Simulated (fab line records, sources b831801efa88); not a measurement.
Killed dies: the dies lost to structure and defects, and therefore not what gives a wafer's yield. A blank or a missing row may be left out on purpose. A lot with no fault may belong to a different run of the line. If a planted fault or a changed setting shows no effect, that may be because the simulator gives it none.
Which of the tools did it? -- flow gf180mcu -- 18 wafers sampled from 6 lots at 1 step of a route of 602

## WHAT EACH GAUGE READ, for each wafer
GF_V3_THK_MEAS_03.
lot,measured,on,V3_CVD_02_THK (nm)
L884,day 21 20:10,film-metro-04,860 858 866
L893,day 24 22:19,film-metro-01,836 844 860
L897,day 26 11:37,film-metro-01,852 851 864
L902,day 27 16:36,film-metro-03,841 849 839
L904,day 28 10:32,film-metro-04,823 821 849
L906,day 29 00:50,film-metro-01,831 824 843

## TOOL THAT RAN EACH LOT (tool first, then ch and the chambers of the sampled wafers, then the start)
Before these readings, the record contains no process step.

## THE ANSWER, worked out from the rows above alone
Rule: the lots themselves supply what counts as usual. The widest of any qualifying gaps counts: lots, ordered by their means at a reading, are off when they make up no more than a third of the lots, leave a main group of 4 or more, and stand apart from it by 3 or more times the standard deviation of that group's means. The tables above print the reading to a certain number of digits; a main group whose means all agree to those digits is not used. Also off: a lot with no number at a reading for which 4 or more lots have one. Where the step has rows for the other lots, those lots are counted as sound.
Across all readings shown, no lot is off: no conclusion can be drawn from this.

## WHAT THE SIMULATOR HAD INSERTED
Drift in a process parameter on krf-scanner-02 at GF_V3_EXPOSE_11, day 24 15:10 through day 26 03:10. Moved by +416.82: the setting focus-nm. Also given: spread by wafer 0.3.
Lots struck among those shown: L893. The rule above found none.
